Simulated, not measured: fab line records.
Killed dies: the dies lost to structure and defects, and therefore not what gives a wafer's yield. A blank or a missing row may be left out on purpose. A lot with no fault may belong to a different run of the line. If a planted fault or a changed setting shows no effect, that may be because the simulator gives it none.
2 desks, one fault ; flow gf180mcu ; each desk holds nothing but its own numbers, with what lay behind them at the end

== THE TOOL OWNER'S DESK: lpcvd-01 ==
The tool's own readings at GF_POLY_GATE_CVD_00 (deposits poly-Si, target thk 200 nm, time 1200 s): means of the sampled wafers that have a number, for each lot that ran on this tool. Marked OUT: a lot whose mean sits more than 4 standard deviations from the usual mean, which makes it out of limits; the brackets give that distance.
Columns: A = spike-tc-bottom-C at GF_POLY_GATE_CVD_00, usual 640.4 C; B = spike-tc-centre-C at GF_POLY_GATE_CVD_00, usual 620.4 C; C = spike-tc-lower-C at GF_POLY_GATE_CVD_00, usual 619.8 C; D = spike-tc-top-C at GF_POLY_GATE_CVD_00, usual 636.7 C; E = spike-tc-upper-C at GF_POLY_GATE_CVD_00, usual 619.0 C; F = susceptor-temp-C at GF_POLY_GATE_CVD_00, usual 619.96 C
lot;first seen here;A;B;C;D;E;F
L735;day 9 02:41;639.8;619.8;618.2;635.0;618.9;619.75
L736;day 9 13:31;638.0;619.5;619.0;635.7;619.0;619.83
L738;day 10 01:53;643.5;619.6;619.5;638.7;617.7;619.67
L739;day 10 07:35;637.2;619.6;619.5;636.5;620.2;620.18
L745;day 11 22:52;655.9 (+6.0) OUT;633.2 (+12) OUT;632.2 (+10) OUT;651.1 (+8.0) OUT;630.9 (+7.4) OUT;633.50 (+48) OUT
This desk's verdict: out of limits on L745, starting with L745 at day 11 22:52 (spike-tc-bottom-C at GF_POLY_GATE_CVD_00). L735, L736, L738, L739: within limits.

== METROLOGY DESK ==
What the gauges read, lot by lot, whatever tool the lot ran on: means of the sampled wafers that have a number. Marked OUT: a lot whose mean sits more than 4 standard deviations from the usual mean, which makes it out of limits; the brackets give that distance.
Columns: A = VT_IMPLANT_01_OVL at GF_VT_IMPLANT_OVL_MEAS_18, usual 1.2 nm; B = DUAL_GATE_OXIDATION_00_THK at GF_DUAL_GATE_THK_MEAS_03, usual 10.75 nm; C = POLY_GATE_CVD_00_THK at GF_POLY_GATE_THK_MEAS_01, usual 200.8 nm
lot;first seen here;A;B;C
L732;day 6 04:17;1.2;10.91;199.7
L734;day 6 16:26;0.8;10.92;201.8
L735;day 6 22:13;0.7;10.87;201.0
L736;day 7 07:02;2.4;10.82;199.9
L737;day 7 12:13;1.8;10.75;200.8
L738;day 7 17:20;1.8;10.79;201.6
L739;day 8 00:16;1.6;10.70;199.7
L742;day 8 19:17;1.1;10.83;197.7
L745;day 9 13:04;1.6;10.65;272.8 (+40) OUT
L746;day 9 23:02;2.2;10.73;202.5
L754;day 12 01:14;0.2;10.72;198.5
L755;day 12 06:46;1.9;10.65;201.0
This desk reports L745 out of limits; the earliest was L745 at day 12 00:13 (POLY_GATE_CVD_00_THK at GF_POLY_GATE_THK_MEAS_01). L732, L734, L735, L736, L737, L738, L739, L742, L746, L754, L755: within limits.

== ALL TOGETHER ==
On L745, at day 11 22:52, an alarm was possible from the tool owner's desk.
At day 12 00:13 the metrology desk could have sounded an alarm, on L745.
Of the lots named, all ran GF_POLY_GATE_CVD_00 on lpcvd-01.

== WHAT HAD BEEN PUT IN BY THE SIMULATOR ==
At GF_POLY_GATE_CVD_00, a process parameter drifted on lpcvd-01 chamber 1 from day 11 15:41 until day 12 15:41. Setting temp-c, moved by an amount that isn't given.
Shown lots that were struck: L745.
Hours from the fault's start to each desk's first reading out of limits: the tool owner's desk, 7; the metrology desk, 9.
